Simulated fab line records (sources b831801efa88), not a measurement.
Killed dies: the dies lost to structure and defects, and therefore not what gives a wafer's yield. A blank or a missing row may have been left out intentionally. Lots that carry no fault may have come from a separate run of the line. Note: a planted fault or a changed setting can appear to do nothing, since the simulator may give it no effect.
Which of the tools did it? || flow sky130 || Sampling: 24 lots, 72 wafers, 5 of 708 route steps

WHAT THE GAUGES SHOWED, per wafer
SKY_PWDE_OVL_MEAS_07.
{"lot": "L074", "measured": "day 3 18:08", "on": "overlay-02", "PWDE_OVL (nm)": "0.2 -0.1 2.8"}
{"lot": "L075", "measured": "day 4 00:29", "on": "overlay-01", "PWDE_OVL (nm)": "4.0 2.7 3.0"}
{"lot": "L076", "measured": "day 4 06:55", "on": "overlay-01", "PWDE_OVL (nm)": "-0.9 -0.9 -0.2"}
{"lot": "L077", "measured": "day 4 13:49", "on": "overlay-01", "PWDE_OVL (nm)": "0.6 0.9 0.2"}
{"lot": "L078", "measured": "day 4 20:22", "on": "overlay-01", "PWDE_OVL (nm)": "0.0 -0.2 0.8"}
{"lot": "L079", "measured": "day 4 21:38", "on": "overlay-01", "PWDE_OVL (nm)": "1.5 2.0 3.4"}
{"lot": "L080", "measured": "day 5 01:11", "on": "overlay-01", "PWDE_OVL (nm)": "0.0 -0.6 0.4"}
{"lot": "L081", "measured": "day 5 11:32", "on": "overlay-01", "PWDE_OVL (nm)": "0.6 1.9 0.8"}
{"lot": "L082", "measured": "day 5 19:29", "on": "overlay-01", "PWDE_OVL (nm)": "0.0 -0.2 -0.1"}
{"lot": "L083", "measured": "day 5 21:38", "on": "overlay-02", "PWDE_OVL (nm)": "0.5 2.4 0.4"}
{"lot": "L084", "measured": "day 6 04:53", "on": "overlay-02", "PWDE_OVL (nm)": "1.2 0.1 1.3"}
{"lot": "L085", "measured": "day 6 13:04", "on": "overlay-01", "PWDE_OVL (nm)": "1.1 1.1 0.1"}
{"lot": "L086", "measured": "day 6 17:31", "on": "overlay-02", "PWDE_OVL (nm)": "-0.9 -3.4 -1.9"}
{"lot": "L087", "measured": "day 6 21:37", "on": "overlay-02", "PWDE_OVL (nm)": "2.1 -0.3 0.2"}
{"lot": "L088", "measured": "day 7 01:17", "on": "overlay-02", "PWDE_OVL (nm)": "-0.4 -0.5 1.7"}
{"lot": "L089", "measured": "day 7 09:51", "on": "overlay-02", "PWDE_OVL (nm)": "-0.1 0.6 0.0"}
{"lot": "L090", "measured": "day 7 12:49", "on": "overlay-01", "PWDE_OVL (nm)": "-1.8 -0.6 -2.5"}
{"lot": "L091", "measured": "day 7 20:34", "on": "overlay-02", "PWDE_OVL (nm)": "-1.7 -1.6 -0.8"}
{"lot": "L092", "measured": "day 8 03:53", "on": "overlay-01", "PWDE_OVL (nm)": "0.2 1.4 0.5"}
{"lot": "L093", "measured": "day 8 11:50", "on": "overlay-02", "PWDE_OVL (nm)": "1.9 1.7 2.6"}
{"lot": "L094", "measured": "day 8 13:32", "on": "overlay-01", "PWDE_OVL (nm)": "0.3 0.8 1.5"}
{"lot": "L095", "measured": "day 8 17:49", "on": "overlay-02", "PWDE_OVL (nm)": "0.1 -0.5 -0.6"}
{"lot": "L096", "measured": "day 8 22:35", "on": "overlay-01", "PWDE_OVL (nm)": "2.2 1.0 0.7"}
{"lot": "L097", "measured": "day 9 05:52", "on": "overlay-02", "PWDE_OVL (nm)": "-0.1 -0.6 -1.1"}

SKY_POLY_GATE_THK_MEAS_04.
{"lot": "L074", "measured": "day 14 21:39", "on": "film metro-01", "POLY_GATE_CVD_03_THK (nm)": "73.4 73.4 74.0"}
{"lot": "L075", "measured": "day 15 06:22", "on": "film metro-04", "POLY_GATE_CVD_03_THK (nm)": "74.8 75.5 74.6"}
{"lot": "L076", "measured": "day 15 14:53", "on": "film metro-01", "POLY_GATE_CVD_03_THK (nm)": "74.4 75.0 75.1"}
{"lot": "L077", "measured": "day 16 02:00", "on": "film metro-02", "POLY_GATE_CVD_03_THK (nm)": "74.4 74.4 73.8"}
{"lot": "L078", "measured": "day 16 12:19", "on": "film metro-01", "POLY_GATE_CVD_03_THK (nm)": "74.9 74.5 74.8"}
{"lot": "L079", "measured": "day 16 14:44", "on": "film metro-04", "POLY_GATE_CVD_03_THK (nm)": "75.5 75.5 75.1"}
{"lot": "L080", "measured": "day 16 20:43", "on": "film metro-02", "POLY_GATE_CVD_03_THK (nm)": "74.5 74.7 74.0"}
{"lot": "L081", "measured": "day 17 07:16", "on": "film metro-01", "POLY_GATE_CVD_03_THK (nm)": "75.5 75.3 75.4"}
{"lot": "L082", "measured": "day 18 04:17", "on": "film metro-02", "POLY_GATE_CVD_03_THK (nm)": "74.6 74.7 75.3"}
{"lot": "L083", "measured": "day 18 04:18", "on": "film metro-01", "POLY_GATE_CVD_03_THK (nm)": "74.8 74.5 74.3"}
{"lot": "L084", "measured": "day 18 14:13", "on": "film metro-02", "POLY_GATE_CVD_03_THK (nm)": "73.8 73.7 74.1"}
{"lot": "L085", "measured": "day 19 05:33", "on": "film metro-04", "POLY_GATE_CVD_03_THK (nm)": "74.3 74.4 74.7"}
{"lot": "L086", "measured": "day 19 12:47", "on": "film metro-01", "POLY_GATE_CVD_03_THK (nm)": "75.8 75.2 74.9"}
{"lot": "L087", "measured": "day 19 18:13", "on": "film metro-01", "POLY_GATE_CVD_03_THK (nm)": "74.4 74.1 74.1"}
{"lot": "L088", "measured": "day 19 22:02", "on": "film metro-01", "POLY_GATE_CVD_03_THK (nm)": "75.2 75.0 75.3"}
{"lot": "L089", "measured": "day 20 14:28", "on": "film metro-01", "POLY_GATE_CVD_03_THK (nm)": "74.8 75.2 74.6"}
{"lot": "L090", "measured": "day 20 21:07", "on": "film metro-01", "POLY_GATE_CVD_03_THK (nm)": "74.3 73.9 74.1"}
{"lot": "L091", "measured": "day 21 04:55", "on": "film metro-01", "POLY_GATE_CVD_03_THK (nm)": "75.0 75.0 74.3"}
{"lot": "L092", "measured": "day 21 15:20", "on": "film metro-02", "POLY_GATE_CVD_03_THK (nm)": "74.9 74.4 74.5"}
{"lot": "L093", "measured": "day 22 07:14", "on": "film metro-02", "POLY_GATE_CVD_03_THK (nm)": "75.4 76.0 76.0"}
{"lot": "L094", "measured": "day 22 10:14", "on": "film metro-02", "POLY_GATE_CVD_03_THK (nm)": "74.6 74.8 74.7"}
{"lot": "L095", "measured": "day 22 16:08", "on": "film metro-01", "POLY_GATE_CVD_03_THK (nm)": "75.7 75.6 76.1"}
{"lot": "L096", "measured": "day 22 23:50", "on": "film metro-01", "POLY_GATE_CVD_03_THK (nm)": "75.5 75.8 76.1"}
{"lot": "L097", "measured": "day 23 05:45", "on": "film metro-02", "POLY_GATE_CVD_03_THK (nm)": "75.7 75.6 75.7"}

SKY_VIA1_BOW_MEAS_03.
{"lot": "L074", "measured": "day 32 18:02", "on": "film metro-01", "VIA1_BOW (um)": "78 82 88"}
{"lot": "L075", "measured": "day 33 03:24", "on": "film metro-02", "VIA1_BOW (um)": "95 93 81"}
{"lot": "L076", "measured": "day 33 09:09", "on": "film metro-04", "VIA1_BOW (um)": "75 73 75"}
{"lot": "L077", "measured": "day 33 20:11", "on": "film metro-04", "VIA1_BOW (um)": "93 80 83"}
{"lot": "L078", "measured": "day 34 02:38", "on": "film metro-01", "VIA1_BOW (um)": "92 83 90"}
{"lot": "L079", "measured": "day 34 06:35", "on": "film metro-01", "VIA1_BOW (um)": "75 82 79"}
{"lot": "L080", "measured": "day 34 12:49", "on": "film metro-01", "VIA1_BOW (um)": "58 78 77"}
{"lot": "L081", "measured": "day 35 01:54", "on": "film metro-01", "VIA1_BOW (um)": "89 83 80"}
{"lot": "L082", "measured": "day 35 20:02", "on": "film metro-04", "VIA1_BOW (um)": "79 78 80"}
{"lot": "L083", "measured": "day 35 17:44", "on": "film metro-02", "VIA1_BOW (um)": "88 88 88"}
{"lot": "L084", "measured": "day 36 04:13", "on": "film metro-02", "VIA1_BOW (um)": "68 72 67"}
{"lot": "L085", "measured": "day 36 18:11", "on": "film metro-04", "VIA1_BOW (um)": "77 69 85"}
{"lot": "L086", "measured": "day 37 00:04", "on": "film metro-02", "VIA1_BOW (um)": "69 69 70"}
{"lot": "L087", "measured": "day 37 02:19", "on": "film metro-01", "VIA1_BOW (um)": "82 88 88"}
{"lot": "L088", "measured": "day 37 05:11", "on": "film metro-02", "VIA1_BOW (um)": "87 80 85"}
{"lot": "L089", "measured": "day 37 21:11", "on": "film metro-01", "VIA1_BOW (um)": "88 84 75"}
{"lot": "L090", "measured": "day 37 22:54", "on": "film metro-01", "VIA1_BOW (um)": "77 89 85"}
{"lot": "L091", "measured": "day 38 10:18", "on": "film metro-02", "VIA1_BOW (um)": "89 84 83"}
{"lot": "L092", "measured": "day 38 17:28", "on": "film metro-02", "VIA1_BOW (um)": "76 76 73"}
{"lot": "L093", "measured": "day 39 10:30", "on": "film metro-04", "VIA1_BOW (um)": "81 74 89"}
{"lot": "L094", "measured": "day 39 12:04", "on": "film metro-02", "VIA1_BOW (um)": "85 76 77"}
{"lot": "L095", "measured": "day 39 15:14", "on": "film metro-01", "VIA1_BOW (um)": "82 75 83"}
{"lot": "L096", "measured": "day 39 19:25", "on": "film metro-02", "VIA1_BOW (um)": "70 77 68"}
{"lot": "L097", "measured": "day 39 22:54", "on": "film metro-04", "VIA1_BOW (um)": "77 78 76"}

SKY_VIA3_OVL_MEAS_13.
{"lot": "L074", "measured": "day 39 15:31", "on": "overlay-02", "VIA3_OVL (nm)": "-3 0 -9"}
{"lot": "L075", "measured": "day 40 00:19", "on": "overlay-02", "VIA3_OVL (nm)": "-1 1 0"}
{"lot": "L076", "measured": "day 40 06:56", "on": "overlay-02", "VIA3_OVL (nm)": "-5 -9 -13"}
{"lot": "L077", "measured": "day 40 14:49", "on": "overlay-01", "VIA3_OVL (nm)": "7 0 2"}
{"lot": "L078", "measured": "day 40 21:20", "on": "overlay-01", "VIA3_OVL (nm)": "-9 -14 -7"}
{"lot": "L079", "measured": "day 41 01:05", "on": "overlay-02", "VIA3_OVL (nm)": "-2 -3 -2"}
{"lot": "L080", "measured": "day 41 05:08", "on": "overlay-02", "VIA3_OVL (nm)": "1 1 -2"}
{"lot": "L081", "measured": "day 41 17:46", "on": "overlay-02", "VIA3_OVL (nm)": "0 7 -2"}
{"lot": "L082", "measured": "day 42 09:41", "on": "overlay-01", "VIA3_OVL (nm)": "3 6 0"}
{"lot": "L083", "measured": "day 42 08:44", "on": "overlay-02", "VIA3_OVL (nm)": "14 4 6"}
{"lot": "L084", "measured": "day 42 17:19", "on": "overlay-02", "VIA3_OVL (nm)": "-3 -7 -11"}
{"lot": "L085", "measured": "day 43 07:19", "on": "overlay-02", "VIA3_OVL (nm)": "0 -3 -7"}
{"lot": "L086", "measured": "day 43 11:01", "on": "overlay-02", "VIA3_OVL (nm)": "-3 -6 0"}
{"lot": "L087", "measured": "day 43 14:13", "on": "overlay-02", "VIA3_OVL (nm)": "-6 -3 -8"}
{"lot": "L088", "measured": "day 43 15:11", "on": "overlay-02", "VIA3_OVL (nm)": "-8 -13 -2"}
{"lot": "L089", "measured": "day 44 06:51", "on": "overlay-02", "VIA3_OVL (nm)": "7 6 3"}
{"lot": "L090", "measured": "day 44 07:29", "on": "overlay-02", "VIA3_OVL (nm)": "5 7 2"}
{"lot": "L091", "measured": "day 44 16:40", "on": "overlay-01", "VIA3_OVL (nm)": "5 1 2"}
{"lot": "L092", "measured": "day 44 20:36", "on": "overlay-01", "VIA3_OVL (nm)": "-5 -6 -6"}
{"lot": "L093", "measured": "day 45 14:40", "on": "overlay-02", "VIA3_OVL (nm)": "0 1 -2"}
{"lot": "L094", "measured": "day 45 14:47", "on": "overlay-01", "VIA3_OVL (nm)": "0 -3 -1"}
{"lot": "L095", "measured": "day 45 19:08", "on": "overlay-02", "VIA3_OVL (nm)": "7 0 7"}
{"lot": "L096", "measured": "day 45 20:11", "on": "overlay-01", "VIA3_OVL (nm)": "1 -5 -2"}
{"lot": "L097", "measured": "day 45 22:55", "on": "overlay-02", "VIA3_OVL (nm)": "0 -7 -3"}

WHICH TOOL RAN EACH LOT (tool, then ch and the chambers of the sampled wafers, then the start)
{"lot": "L074", "SKY_LI_CONTACT_CVD_21": "cvd w-02 ch 0,1, day 29 00:26"}
{"lot": "L075", "SKY_LI_CONTACT_CVD_21": "cvd w-02 ch 0,1, day 29 06:57"}
{"lot": "L076", "SKY_LI_CONTACT_CVD_21": "cvd w-02 ch 0,1, day 29 15:23"}
{"lot": "L077", "SKY_LI_CONTACT_CVD_21": "cvd w-02 ch 0, day 30 03:20"}
{"lot": "L078", "SKY_LI_CONTACT_CVD_21": "cvd w-01 ch 0,1, day 30 09:19"}
{"lot": "L079", "SKY_LI_CONTACT_CVD_21": "cvd w-01 ch 0,1, day 30 13:16"}
{"lot": "L080", "SKY_LI_CONTACT_CVD_21": "cvd w-02 ch 0,1, day 30 21:23"}
{"lot": "L081", "SKY_LI_CONTACT_CVD_21": "cvd w-01 ch 1, day 31 09:37"}
{"lot": "L082", "SKY_LI_CONTACT_CVD_21": "cvd w-01 ch 0,1, day 32 02:58"}
{"lot": "L083", "SKY_LI_CONTACT_CVD_21": "cvd w-02 ch 0,1, day 32 02:12"}
{"lot": "L084", "SKY_LI_CONTACT_CVD_21": "cvd w-02 ch 0, day 32 12:28"}
{"lot": "L085", "SKY_LI_CONTACT_CVD_21": "cvd w-01 ch 0,1, day 33 03:18"}
{"lot": "L086", "SKY_LI_CONTACT_CVD_21": "cvd w-02 ch 0,1, day 33 06:12"}
{"lot": "L087", "SKY_LI_CONTACT_CVD_21": "cvd w-02 ch 0,1, day 33 10:50"}
{"lot": "L088", "SKY_LI_CONTACT_CVD_21": "cvd w-01 ch 0,1, day 33 13:48"}
{"lot": "L089", "SKY_LI_CONTACT_CVD_21": "cvd w-02 ch 0,1, day 34 06:31"}
{"lot": "L090", "SKY_LI_CONTACT_CVD_21": "cvd w-01 ch 0,1, day 34 10:28"}
{"lot": "L091", "SKY_LI_CONTACT_CVD_21": "cvd w-02 ch 0,1, day 34 21:32"}
{"lot": "L092", "SKY_LI_CONTACT_CVD_21": "cvd w-01 ch 0,1, day 35 05:53"}
{"lot": "L093", "SKY_LI_CONTACT_CVD_21": "cvd w-01 ch 0,1, day 35 23:18"}
{"lot": "L094", "SKY_LI_CONTACT_CVD_21": "cvd w-01 ch 0,1, day 36 01:14"}
{"lot": "L095", "SKY_LI_CONTACT_CVD_21": "cvd w-01 ch 0,1, day 36 06:06"}
{"lot": "L096", "SKY_LI_CONTACT_CVD_21": "cvd w-01 ch 0,1, day 36 10:05"}
{"lot": "L097", "SKY_LI_CONTACT_CVD_21": "cvd w-02 ch 0,1, day 36 12:57"}
- SKY_LI_CONTACT_CVD_21: deposits W, target thk 400 nm, time 120.56 s.

AS READ BY THE TOOLS THEMSELVES (means over the sampled wafers that have a number; for cases with no such wafer, the mark the record gives instead)
SKY_LI_CONTACT_CVD_21.
{"lot": "L074", "tool": "cvd w-02", "chamber pressure Torr (Torr)": 40.05, "heater power w (W)": 839}
{"lot": "L075", "tool": "cvd w-02", "chamber pressure Torr (Torr)": 40.02, "heater power w (W)": 837}
{"lot": "L076", "tool": "cvd w-02", "chamber pressure Torr (Torr)": 40.11, "heater power w (W)": 851}
{"lot": "L077", "tool": "cvd w-02", "chamber pressure Torr (Torr)": 39.92, "heater power w (W)": 863}
{"lot": "L078", "tool": "cvd w-01", "chamber pressure Torr (Torr)": 40.00, "heater power w (W)": 856}
{"lot": "L079", "tool": "cvd w-01", "chamber pressure Torr (Torr)": 39.89, "heater power w (W)": 864}
{"lot": "L080", "tool": "cvd w-02", "chamber pressure Torr (Torr)": 39.97, "heater power w (W)": 844}
{"lot": "L081", "tool": "cvd w-01", "chamber pressure Torr (Torr)": 39.94, "heater power w (W)": 792}
{"lot": "L082", "tool": "cvd w-01", "chamber pressure Torr (Torr)": 40.00, "heater power w (W)": 862}
{"lot": "L083", "tool": "cvd w-02", "chamber pressure Torr (Torr)": 39.93, "heater power w (W)": 843}
{"lot": "L084", "tool": "cvd w-02", "chamber pressure Torr (Torr)": 40.00, "heater power w (W)": 870}
{"lot": "L085", "tool": "cvd w-01", "chamber pressure Torr (Torr)": 39.99, "heater power w (W)": 856}
{"lot": "L086", "tool": "cvd w-02", "chamber pressure Torr (Torr)": 39.99, "heater power w (W)": 854}
{"lot": "L087", "tool": "cvd w-02", "chamber pressure Torr (Torr)": 39.98, "heater power w (W)": 866}
{"lot": "L088", "tool": "cvd w-01", "chamber pressure Torr (Torr)": 39.91, "heater power w (W)": 815}
{"lot": "L089", "tool": "cvd w-02", "chamber pressure Torr (Torr)": 39.97, "heater power w (W)": 856}
{"lot": "L090", "tool": "cvd w-01", "chamber pressure Torr (Torr)": 39.96, "heater power w (W)": 853}
{"lot": "L091", "tool": "cvd w-02", "chamber pressure Torr (Torr)": 39.99, "heater power w (W)": 845}
{"lot": "L092", "tool": "cvd w-01", "chamber pressure Torr (Torr)": 40.04, "heater power w (W)": 820}
{"lot": "L093", "tool": "cvd w-01", "chamber pressure Torr (Torr)": 40.15, "heater power w (W)": 826}
{"lot": "L094", "tool": "cvd w-01", "chamber pressure Torr (Torr)": 40.09, "heater power w (W)": 851}
{"lot": "L095", "tool": "cvd w-01", "chamber pressure Torr (Torr)": 40.01, "heater power w (W)": 839}
{"lot": "L096", "tool": "cvd w-01", "chamber pressure Torr (Torr)": 39.90, "heater power w (W)": 842}
{"lot": "L097", "tool": "cvd w-02", "chamber pressure Torr (Torr)": 39.92, "heater power w (W)": 836}

THE ANSWER, worked out from the rows above alone
Rule: the usual values come from the lots themselves. Put in order of their means at a reading, lots are off if they are a third of the lots or fewer, leave a main group of 4 or more, and stand apart from it by a gap of 3 or more times the standard deviation of the main group's means; of several such gaps the widest counts. If all means in a main group match to the digits the tables above print for the reading, that group is not used. Also off: a lot with no number at a reading for which 4 or more lots have one. Where the step has rows for the other lots, those lots are counted as sound. After the gauges, taken in route order, come the tools' own readings; for these a lot's mean is taken, as printed above. At the first step where some lot is off, the reading lying furthest off is the one used; lots without a number count as furthest.
None of the lots is off at any reading shown; this tells nothing.

WHAT HAD BEEN PUT IN BY THE SIMULATOR
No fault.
